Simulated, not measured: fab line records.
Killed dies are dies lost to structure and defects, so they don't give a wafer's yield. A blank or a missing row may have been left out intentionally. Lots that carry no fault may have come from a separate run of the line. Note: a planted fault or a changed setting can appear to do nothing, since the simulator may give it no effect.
fab line records	flow sky130
record lots=5	wafers=15	lastDay=50
route steps=708 shown METAL2@497 VIA2@507 METAL3@532 CAPM@537 PAD_OPEN@708
lots with no fault: from the same line, run without faults
startH: the number of hours between the record's first day and the start of the first shown wafer of the lot	waitH: hours elapsed since this lot's preceding step	" repeats the value in the row above	L1.1+2: a single row standing in for several wafers	- no value, or no start was given	* or withheld: withheld	< > ~ a bound
route shown NAME@n: a module of which the file shows steps, and the number in the route of the first	usual: average and standard deviation across the fault-free wafers	same: alike in all rows	chamber/n: place in a boat	sites: the reading at each site	_std_site: standard deviation across them	_edge_site: the outer-site mean with the inner-site mean subtracted	radiusMm: how far each site lies from the wafer's centre	mask NAME#n: copy n	behind: the most recent tool/chamber to have shaped the wafer	hold: why the lot was held/for how many hours/how that ended	device: whichever transistor did not switch (one of n, p or np)	end of line: the tests these same wafers got at the end of their route	a step without rows: its recipe alone	killed: dies that structure and defects cost at the first sort, which is not the same as the wafer's yield	map: dies across one wafer; x = killed, . = not, _ = none there
set.NAME: the setting that was run; set.NAME@STEP: the one run at that earlier step	model.NAME: the simulator's own value behind a step, which no gauge read
lots at some steps of the route; a table a step, a row a wafer
services: the hour from which a tool's chamber was out of use, counted from the record's first day as startH (under 0 if before that day), plus the number of hours and why
## steps
# step SKY_METAL2_DEVELOP_14
# recipe developTimeS=60	resist=KrF-thick	devTempC=21
# step SKY_METAL2_CD_MEAS_15
# recipe targetCdNm=140
# usual cdNm=140.0/1.4
lot.wafer	tool	chamber	startH	waitH	cdNm
L179.1	cdSem-02	-	863.30	-	139.7
L179.2	"	-	"	"	141.3
L179.3	"	-	"	"	139.8
L185.1	cdSem-02	-	919.08	-	140.6
L185.4	"	-	"	"	139.5
L185.6	"	-	"	"	140.8
L189.2	cdSem-01	-	928.52	-	142.1
L189.5	"	-	"	"	142.7
L189.6	"	-	"	"	143.2
L190.3	cdSem-02	-	934.92	-	140.8
L190.4	"	-	"	"	140.6
L190.5	"	-	"	"	140.0
L197.3	cdSem-02	-	974.59	-	139.4
L197.5	"	-	"	"	138.2
L197.6	"	-	"	"	137.5
# step SKY_METAL2_OVL_MEAS_16
# usual METAL2_OVL=0/5.1
lot.wafer	tool	chamber	startH	waitH	METAL2_OVL[nm]
L179.1	overlay-02	-	863.42	0.1	1
L179.2	"	-	"	"	3
L179.3	"	-	"	"	0
L185.1	overlay-01	-	919.20	0.1	6
L185.4	"	-	"	"	5
L185.6	"	-	"	"	4
L189.2	overlay-01	-	928.62	0.1	4
L189.5	"	-	"	"	2
L189.6	"	-	"	"	-1
L190.3	overlay-02	-	935.01	0.1	8
L190.4	"	-	"	"	2
L190.5	"	-	"	"	7
L197.3	overlay-01	-	974.68	0.1	-3
L197.5	"	-	"	"	-5
L197.6	"	-	"	"	-8
# step SKY_METAL2_DESCUM_17
# recipe chemistry=O2	sourcePowerW=150	biasPowerW=0	pressureMtorr=10	tempC=40	timeS=8
# step SKY_METAL2_ETCH_18
# recipe chemistry=N2/H2	target=BARC	ionEnergyEv=200	biasW=100	pressureMtorr=30	n2FlowSccm=100	h2FlowSccm=200	icpW=500	stopOn=SiO2	timeS=45.9	targetDepthA=600
# usual drypumpMotorCurrentA=5.7/0.53	oesProductAu=0.854/0.0046	throttleValvePct=13.226/0.0093
lot.wafer	tool	chamber	startH	waitH	drypumpMotorCurrentA	oesProductAu	rfHoursCounterH	throttleValvePct
L179.1	rieMetal-01	0	863.49	0.0	5.5	0.857	3	13.229
L179.2	"	1	"	"	6.6	0.853	11	13.222
L179.3	"	1	"	"	6.6	0.856	-	13.223
L185.1	rieMetal-01	1	919.27	0.0	6.6	0.846	1	13.223
L185.4	"	1	"	"	6.6	0.857	-	13.218
L185.6	"	1	"	"	6.6	0.848	-	13.242
L189.2	rieMetal-02	0	928.70	0.0	4.8	0.853	18	13.224
L189.5	"	1	"	"	5.8	0.861	-	13.231
L189.6	"	0	"	"	4.8	0.850	-	13.238
L190.3	rieMetal-02	0	935.09	0.0	4.8	0.858	-	13.213
L190.4	"	1	"	"	5.8	0.855	-	13.244
L190.5	"	0	"	"	4.9	0.850	-	13.219
L197.3	rieMetal-01	1	974.76	0.0	6.6	0.850	-	13.239
L197.5	"	0	"	"	5.5	0.860	-	13.219
L197.6	"	1	"	"	6.6	0.859	-	13.227
# step SKY_METAL2_METAL_ETCH_19
# recipe targetDepthA=3600	stopOn=SiO2	overEtchFrac=0.3	timeS=78	chemistry=Cl2/BCl3	resistSidewallDeg=88	pressureMtorr=10	icpW=900	biasW=48.5	Cl2_flow_sccm=60	bcl3FlowSccm=30
# step SKY_METAL2_STRIP_20
# recipe chemistry=O2/N2	powerW=1400	pressureMtorr=1500	platenTempC=withheld	o2FlowSccm=3000	n2FlowSccm=300	overashFraction=0.5
# step SKY_METAL2_STRIP_21
# recipe chemistry=postEtchResidueRemover	timeS=1200	tempC=72.5
# step SKY_METAL2_CLEAN_22
# recipe chemistry=IPA	timeS=180	tempC=25
# step SKY_METAL2_CLEAN_23
# recipe chemistry=O3/DIW	dry=n2Spin
# step SKY_VIA2_HDPCVD_00
# recipe material=SiO2	targetThkNm=1180	sigmaOpenFrac=0.3	timeS=196.7	tempC=400	sih4FlowSccm=60	pressureMtorr=6
# step SKY_VIA2_THK_MEAS_01
# recipe reads=SiO2_of_VIA2_HDPCVD_00
# usual VIA2_HDPCVD_THK=1176/12
lot.wafer	tool	chamber	startH	waitH	VIA2_HDPCVD_THK[nm]
L179.1	filmMetro-01	-	864.40	0.1	1184
L179.2	"	-	"	"	1183
L179.3	"	-	"	"	1181
L185.1	filmMetro-01	-	920.14	0.1	1170
L185.4	"	-	"	"	1181
L185.6	"	-	"	"	1189
L189.2	filmMetro-04	-	929.71	0.1	1189
L189.5	"	-	"	"	1188
L189.6	"	-	"	"	1179
L190.3	filmMetro-04	-	936.02	0.1	1180
L190.4	"	-	"	"	1169
L190.5	"	-	"	"	1186
L197.3	filmMetro-02	-	975.63	0.1	1190
L197.5	"	-	"	"	1195
L197.6	"	-	"	"	1182
# step SKY_VIA2_CMP_02
# recipe material=SiO2	downForcePsi=4	platenRpm=60	padVelocityMS=0.94248
# usual motorCurrentA=11.9/1.1
lot.wafer	tool	chamber	startH	waitH	motorCurrentA
L179.1	cmp-02	0	864.60	0.2	12.8
L179.2	"	1	"	"	13.9
L179.3	"	2	"	"	9.7
L185.4	cmp-01	2	920.25	0.1	11.5
L185.1	"	0	"	"	12.3
L185.6	"	2	"	"	11.0
L189.2	cmp-01	3	929.76	0.0	13.5
L189.6	"	3	"	"	12.5
L189.5	"	0	"	"	11.9
L190.3	cmp-01	3	936.16	0.1	11.9
L190.4	"	0	"	"	12.4
L190.5	"	1	"	"	11.4
L197.3	cmp-02	1	975.67	0.0	14.1
L197.6	"	1	"	"	14.3
L197.5	"	2	"	"	9.5
# step SKY_VIA2_BOW_MEAS_03
# recipe mode=bow
# usual VIA2_BOW=84/7.1
lot.wafer	tool	chamber	startH	waitH	VIA2_BOW[um]
L179.1	filmMetro-01	-	864.85	0.2	78
L179.2	"	-	"	"	88
L179.3	"	-	"	"	93
L185.1	filmMetro-04	-	920.50	0.1	77
L185.4	"	-	"	"	72
L185.6	"	-	"	"	87
L189.2	filmMetro-02	-	930.08	0.3	82
L189.5	"	-	"	"	88
L189.6	"	-	"	"	95
L190.3	filmMetro-01	-	936.40	0.2	77
L190.4	"	-	"	"	95
L190.5	"	-	"	"	70
L197.3	filmMetro-04	-	976.01	0.3	77
L197.5	"	-	"	"	89
L197.6	"	-	"	"	77
# step SKY_VIA2_DEHYDRATE_04
# recipe tempC=200	timeS=60
# step SKY_VIA2_HMDS_05
# recipe primeTimeS=60	primeTempC=120
# step SKY_VIA2_COAT_06
# recipe resist=BARC	tempC=withheld	timeS=withheld	spinRpm=3000	resistThkNm=60
# step SKY_VIA2_COAT_07
# recipe resist=KrF-thick	spinRpm=3000	resistThkNm=450
# step SKY_VIA2_SOFTBAKE_08
# recipe tempC=100	timeS=90	resist=KrF-thick
# step SKY_VIA2_EXPOSE_09
# recipe maskId=VIM2	na=0.8	sourceShape=annular	sigmaInner=0.55	sigmaOuter=0.85	targetCdNm=200	doseMj=38
# step SKY_VIA2_PEB_10
# recipe pebTempC=withheld	pebTimeS=withheld	resist=KrF-thick
# step SKY_VIA2_DEVELOP_11
# recipe developTimeS=60	resist=KrF-thick	devTempC=21
# step SKY_VIA2_CD_MEAS_12
# recipe targetCdNm=200
# usual cdNm=199.6/1.2
lot.wafer	tool	chamber	startH	waitH	cdNm
L179.1	cdSem-02	-	889.80	-	201.4
L179.2	"	-	"	"	201.7
L179.3	"	-	"	"	200.8
L185.1	cdSem-01	-	945.00	-	199.0
L185.4	"	-	"	"	199.2
L185.6	"	-	"	"	199.9
L189.2	cdSem-01	-	954.68	-	198.9
L189.5	"	-	"	"	199.6
L189.6	"	-	"	"	200.6
L190.3	cdSem-01	-	961.30	-	201.1
L190.4	"	-	"	"	200.7
L190.5	"	-	"	"	200.2
L197.3	cdSem-01	-	999.59	-	199.0
L197.5	"	-	"	"	200.0
L197.6	"	-	"	"	198.2
# step SKY_VIA2_OVL_MEAS_13
# usual VIA2_OVL=3/4.9
lot.wafer	tool	chamber	startH	waitH	VIA2_OVL[nm]
L179.1	overlay-01	-	889.92	0.1	6
L179.2	"	-	"	"	0
L179.3	"	-	"	"	6
L185.1	overlay-02	-	945.12	0.1	6
L185.4	"	-	"	"	16
L185.6	"	-	"	"	5
L189.2	overlay-02	-	954.79	0.1	6
L189.5	"	-	"	"	-5
L189.6	"	-	"	"	6
L190.3	overlay-02	-	961.39	0.1	1
L190.4	"	-	"	"	6
L190.5	"	-	"	"	4
L197.3	overlay-02	-	999.68	0.1	5
L197.5	"	-	"	"	2
L197.6	"	-	"	"	6
# step SKY_VIA2_ETCH_14
# recipe chemistry=N2/H2	target=BARC	ionEnergyEv=200	sourceW=500	biasW=100	pressureMtorr=30	n2FlowSccm=100	h2FlowSccm=200	stopOn=SiO2	timeS=45.9	targetDepthA=600
# step SKY_VIA2_ETCH_15
# recipe target=SiO2	chemistry=C4F8/O2/Ar	targetDepthNm=546	stopOn=TiN	maskMaterial=KrF-thick	sourceW=1500	biasW=1200	pressureMtorr=40	c4f8FlowSccm=withheld	O2_flow_sccm=6	Ar_flow_sccm=300	timeS=84
# usual oesProductAu=0.940/0.0049
lot.wafer	tool	chamber	startH	waitH	oesProductAu	rfHoursCounterH
L179.1	rieDiel-02	0	890.00	0.0	0.929	2
L179.2	"	2	"	"	0.938	10
L179.3	"	1	"	"	0.938	11
L185.1	rieDiel-03	0	945.20	0.0	0.938	11
L185.4	"	3	"	"	0.947	9
L185.6	"	1	"	"	0.936	-
L189.2	rieDiel-02	1	954.86	0.0	0.941	13
L189.5	"	0	"	"	0.936	-
L189.6	"	1	"	"	0.941	-
L190.3	rieDiel-03	1	961.46	0.0	0.936	18
L190.4	"	3	"	"	0.930	10
L190.5	"	2	"	"	0.931	-
L197.3	rieDiel-03	0	999.75	0.0	0.946	12
L197.5	"	1	"	"	0.938	-
L197.6	"	0	"	"	0.938	-
# step SKY_VIA2_STRIP_16
# recipe chemistry=O2/N2	powerW=1400	pressureMtorr=1500	platenTempC=withheld	o2FlowSccm=3000	n2FlowSccm=300	overashFraction=0.5
# usual drypumpMotorCurrentA=5.84/0.27	oesProductAu=0.398/0.005	stripTimeToEndpointS=4.04/0.03
lot.wafer	tool	chamber	startH	waitH	drypumpMotorCurrentA	oesProductAu	rfHoursCounterH	stripTimeToEndpointS
L179.1	plasmaAsher-04	1	890.06	0.0	6.38	0.403	108	4.03
L179.2	"	0	"	"	5.76	0.394	108	3.97
L179.3	"	1	"	"	6.37	0.395	-	4.01
L185.1	plasmaAsher-03	0	945.26	0.0	5.74	0.392	76	4.04
L185.4	"	0	"	"	5.73	0.393	-	4.05
L185.6	"	1	"	"	5.86	0.397	-	4.07
L189.2	plasmaAsher-03	0	954.92	0.0	5.72	0.392	76	4.05
L189.5	"	1	"	"	5.84	0.389	-	4.06
L189.6	"	0	"	"	5.68	0.396	-	4.03
L190.3	plasmaAsher-04	1	961.56	0.1	6.35	0.402	-	4.08
L190.4	"	0	"	"	5.77	0.399	-	4.06
L190.5	"	0	"	"	5.78	0.394	-	4.09
L197.3	plasmaAsher-04	1	999.84	0.1	6.34	0.398	-	4.09
L197.5	"	1	"	"	6.37	0.397	-	4.07
L197.6	"	0	"	"	5.80	0.398	-	4.07
# step SKY_VIA2_STRIP_17
# recipe chemistry=postEtchResidueRemover	timeS=1200	tempC=72.5
# step SKY_VIA2_CLEAN_18
# recipe chemistry=IPA	timeS=180	tempC=25
# step SKY_VIA2_CLEAN_19
# recipe chemistry=O3/DIW	dry=n2Spin
# step SKY_VIA2_SPUTTER_20
# recipe material=TiN	targetThkNm=20	chamberPressurePa=5	powerW=4000	timeS=80
# step SKY_VIA2_CVD_21
# recipe material=W	targetThkNm=420	timeS=126.4	tempC=400	pressureTorr=40
# step SKY_VIA2_RS_MEAS_22
# recipe thkMeasGauge=four-point-probe	reads=W_of_VIA2_CVD_21+TiN_of_VIA2_SPUTTER_20
# usual VIA2_W_RS=0.275/0.0031
lot.wafer	tool	chamber	startH	waitH	VIA2_W_RS[ohm/sq]
L179.1	filmMetro-04	-	890.86	0.1	0.278
L179.2	"	-	"	"	0.277
L179.3	"	-	"	"	0.277
L185.1	filmMetro-04	-	946.05	0.1	0.272
L185.4	"	-	"	"	0.276
L185.6	"	-	"	"	0.276
L189.2	filmMetro-02	-	955.73	0.1	0.275
L189.5	"	-	"	"	0.286
L189.6	"	-	"	"	0.271
L190.3	filmMetro-04	-	962.48	0.2	0.272
L190.4	"	-	"	"	0.270
L190.5	"	-	"	"	0.273
L197.3	filmMetro-04	-	1000.63	0.1	0.278
L197.5	"	-	"	"	0.274
L197.6	"	-	"	"	0.281
# step SKY_VIA2_THK_MEAS_23
# recipe thkMeasGauge=xrf	reads=W_of_VIA2_CVD_21
# usual VIA2_W_THK=399/5.3
lot.wafer	tool	chamber	startH	waitH	VIA2_W_THK[nm]
L179.1	filmMetro-04	-	890.98	0.1	393
L179.2	"	-	"	"	393
L179.3	"	-	"	"	393
L185.1	filmMetro-04	-	946.17	0.1	397
L185.4	"	-	"	"	394
L185.6	"	-	"	"	395
L189.2	filmMetro-02	-	955.84	0.1	401
L189.5	"	-	"	"	387
L189.6	"	-	"	"	406
L190.3	filmMetro-04	-	962.58	0.1	398
L190.4	"	-	"	"	401
L190.5	"	-	"	"	399
L197.3	filmMetro-04	-	1000.73	0.1	393
L197.5	"	-	"	"	398
L197.6	"	-	"	"	391
# step SKY_VIA2_CMP_24
# recipe stopOn=SiO2	tOverpolishS=20	downForcePsi=3.5	platenRpm=60	targetThkNm=0	padVelocityMS=0.94248
# step SKY_METAL3_SPUTTER_00
# recipe material=Ti	targetThkNm=15	powerW=3000	timeS=10	chamberPressurePa=0.4
# step SKY_METAL3_SPUTTER_01
# recipe material=TiN	targetThkNm=20	powerW=6500	timeS=16.7	chamberPressurePa=0.4
# step SKY_METAL3_SPUTTER_02
# recipe material=AlCu	targetThkNm=735	powerW=10600	timeS=39.1	chamberPressurePa=0.4
# step SKY_METAL3_SPUTTER_03
# recipe material=Ti	targetThkNm=5	powerW=3000	timeS=3.3	chamberPressurePa=0.4
# usual chamberPressurePa=0.3999/0.00081	throttleValvePct=29.9/0.92
lot.wafer	tool	chamber	startH	waitH	chamberPressurePa	throttleValvePct
L179.1	pvdSputter-02	-	891.43	0.0	0.3994	29.9
L179.2	"	-	"	"	0.3987	28.7
L179.3	"	-	"	"	0.3988	30.8
L185.1	pvdSputter-04	-	946.61	0.0	0.3992	29.9
L185.4	"	-	"	"	0.4009	29.3
L185.6	"	-	"	"	0.4005	30.5
L189.2	pvdSputter-04	-	956.27	0.0	0.3988	29.9
L189.5	"	-	"	"	0.3996	29.8
L189.6	"	-	"	"	0.3992	30.7
L190.3	pvdSputter-02	-	963.01	0.0	0.4005	28.7
L190.4	"	-	"	"	0.3983	30.8
L190.5	"	-	"	"	0.4001	29.8
L197.3	pvdSputter-04	-	1001.16	0.0	0.3985	31.1
L197.5	"	-	"	"	0.3988	29.3
L197.6	"	-	"	"	0.3990	29.3
# step SKY_METAL3_SPUTTER_04
# recipe material=TiN	targetThkNm=70	powerW=6500	timeS=58.3	chamberPressurePa=0.4
# step SKY_CAPM_CVD_00
# recipe material=SiO2	targetThkNm=15.5	tempC=400	timeS=withheld	rfW=450
# usual heaterPowerW=734/180
lot.wafer	tool	chamber	startH	waitH	heaterPowerW
L179.1	pecvd-02	2	891.49	0.0	1210
L179.2	"	0	"	"	624
L179.3	"	1	"	"	691
L185.1	pecvd-03	0	946.68	0.0	838
L185.4	"	1	"	"	680
L185.6	"	2	"	"	584
L189.2	pecvd-02	0	956.34	0.0	579
L189.5	"	2	"	"	1136
L189.6	"	1	"	"	704
L190.3	pecvd-04	0	963.07	0.0	689
L190.4	"	0	"	"	683
L190.5	"	1	"	"	630
L197.3	pecvd-04	1	1001.23	0.0	637
L197.5	"	0	"	"	736
L197.6	"	1	"	"	634
# step SKY_CAPM_THK_MEAS_01
# recipe reads=SiO2_of_CAPM_CVD_00
# usual CAPM_CVD_00_THK=15.39/0.25
lot.wafer	tool	chamber	startH	waitH	CAPM_CVD_00_THK[nm]
L179.1	filmMetro-02	-	891.52	-	15.38
L179.2	"	-	"	"	15.26
L179.3	"	-	"	"	15.21
L185.1	filmMetro-03	-	946.70	-	14.93
L185.4	"	-	"	"	15.04
L185.6	"	-	"	"	15.38
L189.2	filmMetro-04	-	956.37	-	15.22
L189.5	"	-	"	"	15.53
L189.6	"	-	"	"	15.61
L190.3	filmMetro-04	-	963.12	-	14.94
L190.4	"	-	"	"	15.28
L190.5	"	-	"	"	15.24
L197.3	filmMetro-03	-	1001.27	-	15.23
L197.5	"	-	"	"	15.55
L197.6	"	-	"	"	15.66
# step SKY_PAD_OPEN_PROBE_99
# usual defectLimitedYield=82.5/1.9	killed_at_M0_to_M3=43/6.8	killed_at_M4_up=3.0/1.6	killedAtContacts=25/6	killedAtFrontEnd=15/4.4	killedAtOther=0.3/0.52	killedDies=86/9.6	killedOnRim=17/3.5	killedOpen=47/6.7	killedShort=39/6.8	sort_bin_3_pad_short=0.9/0.43	sort_bin_5_function=10.3/1.5	sort_bin_6_memory=6.3/1.1	sortNPass=406/9.6	sortYieldPct=82.5/1.9
# same grossDies=492	killedAtBackSide=0	sort_bin_4_leakage[%]=0	sort_bin_8_speed[%]=0
lot.wafer	tool	chamber	startH	waitH	defectLimitedYield[%]	killed_at_M0_to_M3	killed_at_M4_up	killedAtContacts	killedAtFrontEnd	killedAtOther	killedDies	killedOnRim	killedOpen	killedShort	sort_bin_3_pad_short[%]	sort_bin_5_function[%]	sort_bin_6_memory[%]	sortNPass	sortYieldPct[%]	model.etest.tester.sortNPass	model.etest.tester.sortYieldPct	model.etest.tester.sort_bin_5_pct	model.etest.tester.sort_bin_6_pct	model.etest.tester.sort_bin_3_pct
L179.1	prober-02	-	1109.00	0.1	34.6	290	1	16	14	1	322	55	36	31	4.1	42.9	18.5	170	34.6	170	34.55	42.89	18.5	4.065
L179.2	prober-02	-	1109.05	0.1	78.7	37	3	47	18	0	105	23	64	41	1.2	11.4	8.7	387	78.7	387	78.66	11.38	8.74	1.22
L179.3	prober-02	-	1109.10	0.2	84.6	34	3	21	17	1	76	13	39	37	0.8	8.3	6.3	416	84.6	416	84.55	8.333	6.301	0.813
L185.1	prober-02	-	1154.35	0.1	83.3	54	3	12	13	0	82	15	43	39	0.4	11.0	5.3	410	83.3	410	83.33	10.98	5.285	0.4065
L185.4	prober-02	-	1154.50	0.2	81.5	51	5	23	12	0	91	17	55	36	0.2	12.4	5.9	401	81.5	401	81.5	12.4	5.894	0.2033
L185.6	prober-02	-	1154.60	0.2	83.9	36	5	27	10	1	79	17	44	35	0.4	10.0	5.7	413	83.9	413	83.94	9.959	5.691	0.4065
L189.2	prober-02	-	1160.03	0.1	85.6	29	1	30	11	0	71	15	34	37	0.8	8.7	4.9	421	85.6	421	85.57	8.74	4.878	0.813
L189.5	prober-02	-	1160.18	0.2	82.7	43	3	26	13	0	85	14	45	40	0.6	10.8	5.9	407	82.7	407	82.72	10.77	5.894	0.6098
L189.6	prober-02	-	1160.23	0.2	85.6	41	2	18	9	1	71	15	32	38	0.8	7.7	5.9	421	85.6	421	85.57	7.724	5.894	0.813
L190.3	prober-01	-	1165.30	0.2	80.3	47	1	26	22	1	97	15	43	54	0.6	12.8	6.3	395	80.3	395	80.28	12.8	6.301	0.6098
L190.4	prober-01	-	1165.35	0.2	82.7	35	2	27	19	2	85	17	53	31	0.4	11.2	5.7	407	82.7	407	82.72	11.18	5.691	0.4065
L190.5	prober-01	-	1165.40	0.2	81.7	48	6	22	14	0	90	19	45	45	0.2	10.6	7.5	402	81.7	402	81.71	10.57	7.52	0.2033
L197.3	prober-02	-	1192.68	0.2	81.1	40	5	30	18	0	93	17	59	33	0.8	11.6	6.5	399	81.1	399	81.1	11.59	6.504	0.813
L197.5	prober-02	-	1192.78	0.2	80.5	46	2	30	18	0	96	17	54	41	0.6	10.0	8.9	396	80.5	396	80.49	9.959	8.943	0.6098
L197.6	prober-02	-	1192.83	0.2	82.9	43	4	22	15	0	84	23	41	42	1.0	9.8	6.3	408	82.9	408	82.93	9.756	6.301	1.016
# killed by level:class
L179.1 VIA2:unspecified=255 CONTACT:geometricParticle:open=9 VIA1:geometricParticle:open=8 POLY_GATE:geometricParticle:short=7 VIA3:geometricParticle:open=6 METAL1:geometricParticle:short=6 LI_CONTACT:geometricParticle:open=5 METAL2:geometricParticle:short=4
L179.2 CONTACT:geometricParticle:open=17 CONTACT:geometricParticle:short=11 LI_CONTACT:geometricParticle:open=10 VIA3:geometricParticle:open=8 POLY_GATE:geometricParticle:open=7 VIA1:geometricParticle:open=7 POLY_GATE:geometricParticle:short=6 VIA2:geometricParticle:open=6
L179.3 LI_CONTACT:geometricParticle:open=9 VIA2:geometricParticle:open=9 METAL2:geometricParticle:short=7 FIELD_ISO:geometricParticle:short=5 POLY_GATE:geometricParticle:short=5 VIA1:geometricParticle:open=5 CONTACT:geometricParticle:open=4 LOCAL_INTERCONNECT:geometricParticle:short=3
L185.1 VIA1:geometricParticle:open=10 VIA1:geometricParticle:short=7 VIA2:geometricParticle:open=7 METAL2:geometricParticle:short=6 VIA3:geometricParticle:open=6 FIELD_ISO:geometricParticle:short=5 CONTACT:geometricParticle:open=5 VIA2:geometricParticle:short=5
L185.4 VIA1:geometricParticle:open=13 CONTACT:geometricParticle:open=12 VIA2:geometricParticle:open=7 VIA3:geometricParticle:open=7 METAL2:geometricParticle:short=6 FIELD_ISO:geometricParticle:open=5 VIA1:geometricParticle:short=5 LI_CONTACT:geometricParticle:short=4
L185.6 CONTACT:geometricParticle:open=11 LI_CONTACT:geometricParticle:open=7 VIA1:geometricParticle:short=7 VIA3:geometricParticle:open=6 CONTACT:geometricParticle:short=5 VIA2:geometricParticle:open=5 FIELD_ISO:geometricParticle:open=3 POLY_GATE:geometricParticle:short=3
L189.2 CONTACT:geometricParticle:open=9 LI_CONTACT:geometricParticle:open=7 LOCAL_INTERCONNECT:geometricParticle:short=7 VIA1:geometricParticle:open=7 FIELD_ISO:geometricParticle:short=5 CONTACT:geometricParticle:short=4 VIA1:geometricParticle:short=4 VIA3:geometricParticle:open=4
L189.5 VIA1:geometricParticle:open=11 CONTACT:geometricParticle:open=10 METAL2:geometricParticle:short=8 CONTACT:geometricParticle:short=7 VIA3:geometricParticle:open=6 METAL1:geometricParticle:short=5 LI_CONTACT:geometricParticle:open=4 VIA2:geometricParticle:open=4
L189.6 VIA1:geometricParticle:open=9 LI_CONTACT:geometricParticle:short=7 METAL1:geometricParticle:short=7 CONTACT:geometricParticle:open=5 FIELD_ISO:geometricParticle:open=4 METAL2:geometricParticle:short=4 VIA3:geometricParticle:short=4 CONTACT:geometricParticle:short=3
L190.3 CONTACT:geometricParticle:open=9 FIELD_ISO:geometricParticle:open=8 CONTACT:geometricParticle:short=8 VIA1:geometricParticle:short=8 FIELD_ISO:geometricParticle:short=7 METAL1:geometricParticle:short=7 VIA1:geometricParticle:open=6 METAL2:geometricParticle:short=6
L190.4 VIA1:geometricParticle:open=10 FIELD_ISO:geometricParticle:open=8 CONTACT:geometricParticle:open=8 LI_CONTACT:geometricParticle:open=7 VIA2:geometricParticle:open=6 CONTACT:geometricParticle:short=5 VIA3:geometricParticle:open=5 POLY_GATE:geometricParticle:open=4
L190.5 VIA1:geometricParticle:open=15 CONTACT:geometricParticle:open=11 VIA1:geometricParticle:short=8 POLY_GATE:geometricParticle:short=5 VIA2:geometricParticle:open=5 FIELD_ISO:geometricParticle:short=4 CONTACT:geometricParticle:short=4 METAL2:geometricParticle:short=4
L197.3 VIA1:geometricParticle:open=15 CONTACT:geometricParticle:open=10 LI_CONTACT:geometricParticle:open=9 VIA2:geometricParticle:open=8 FIELD_ISO:geometricParticle:open=5 METAL1:geometricParticle:short=4 METAL2:geometricParticle:short=4 FIELD_ISO:geometricParticle:short=3
L197.5 VIA1:geometricParticle:open=10 LI_CONTACT:geometricParticle:open=9 VIA3:geometricParticle:open=9 CONTACT:geometricParticle:open=7 LOCAL_INTERCONNECT:geometricParticle:short=7 VIA2:geometricParticle:open=5 CONTACT:geometricParticle:short=4 VIA1:geometricParticle:short=4
L197.6 VIA1:geometricParticle:open=12 CONTACT:geometricParticle:open=8 FIELD_ISO:geometricParticle:short=7 VIA3:geometricParticle:open=7 VIA3:geometricParticle:short=6 VIA1:geometricParticle:short=5 LI_CONTACT:geometricParticle:open=4 LOCAL_INTERCONNECT:geometricParticle:short=4
# map L179.1 (x killed, . not)
__________x.x...xx.x_________
________....xxxxx.xxx._______
______.x.x.x.xxxxx.x.x.._____
_____.xxxxxx.xx..xxx.xxxx____
____xxxx..xxxx.xx.xx.x.xx.___
___.xxx.xx.xxx.xxx.xxxx.x..__
__.x.xxxx..xxxx.x.xx.xx.xx.x_
_xx..xx.x..xxxxx.xx..xxx..xxx
_xxxx.x..xxxxxxxx.xxxxx.x.xx.
_.xxxxxx.xx...xxx..xx..x..xx.
_..xxxxxx.x..xxxxx.xxxx..xx..
_x.x..xx..x.xxxx.x.xxxxxx..x.
_xxxxxx..x...x.xx...x.xxxxxx.
_x.xx..xxx.xxxxxxx..xxxx.xxxx
_x.x.xxxxxxx.xx.x..xxxxxxxx.x
__.xxxx.x.x..xxxx..x.x.xxxx._
___xxxx.xxx.x.xx..x...x.xxx__
____...xx...xx.xx.x.xx..xx___
_____x.xx..xxx.xx.xxxxx.x____
______x.xxxxxx.xxx.x.x.._____
________xxxxxxxxx..xxx_______
__________x.x.x.xxxx_________
# map L197.5 (x killed, . not)
__________........x._________
________....x........._______
______x.x..............._____
_____.........xx.....x.x.____
____.x..........xx...x.x..___
___x..x.xx....x.......x....__
__x.......xx.x...x..xx.x...._
_.x.xx.....x........x..x.....
_..........xx.x....x......xx.
_x.x.........................
_.....x..x....x........xx....
_..xx..x..x.........x.x.....x
_..x.....x.x.............x...
_x..x..x...........x.xx....x.
_.......x.x..x.x.....x.x...x.
__..x.......xxx...x..x..x..x_
___x.............xxx.......__
____xx..x...x....x.x......___
_____....................____
______..xx.x.....x......_____
________...x...x..x..._______
__________.........._________
## services
tool	chamber	startH	hours	kind
cmp-01	-	842.70	25.6	repair
plasmaAsher-03	-	847.69	2.6	repair
rieDiel-03	2	852.70	1.9	repair
cmp-01	-	863.14	1.3	repair
pecvd-04	0	864.48	5.5	scheduledDown
cmp-01	-	868.30	3.6	pm
rieMetal-01	1	884.01	-	clean
rieMetal-01	1	884.01	16.7	scheduledDown
rieMetal-01	1	884.01	16.7	ventCycle
cmp-02	-	904.36	15.7	pm
cmp-02	-	920.02	6.2	pm
cmp-02	-	926.20	4.0	pm
cmp-02	-	930.20	-	consumableReplace:conditioner
cmp-02	-	930.20	-	consumableReplace:pad
cmp-01	-	932.08	3.0	repair
cmp-02	-	935.11	6.6	pm
rieMetal-02	-	937.76	2.8	pm
pecvd-03	-	944.67	0.5	repair
rieMetal-01	-	948.34	1.4	pm
plasmaAsher-04	-	957.15	0.3	repair
rieDiel-02	-	959.69	0.3	repair
rieDiel-02	0	977.08	8.7	repair
rieDiel-02	-	994.00	14.6	pm
pecvd-03	-	1000.83	6.0	pm
## key
firstSign step=SKY_PAD_OPEN_PROBE_99	reading=killed_at_M0_to_M3	direction=up	sigmas=37	usual=43	struck=290
effect step=SKY_PAD_OPEN_PROBE_99	reading=defectLimitedYield	direction=down	sigmas=25	usual=82.5	struck=34.6
modelEffect step=SKY_PAD_OPEN_PROBE_99	value=etest.tester.sortNPass	without=397	struck=170
metAt SKY_VIA2_CMP_02
struckWafers L179.1
fault kind=chamberParticleSource	tool=cmp-02	chamber=0	onsetH=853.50	steps=SKY_VIA2_CMP_02	ratePerVisitCm2=1.5464	endH=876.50
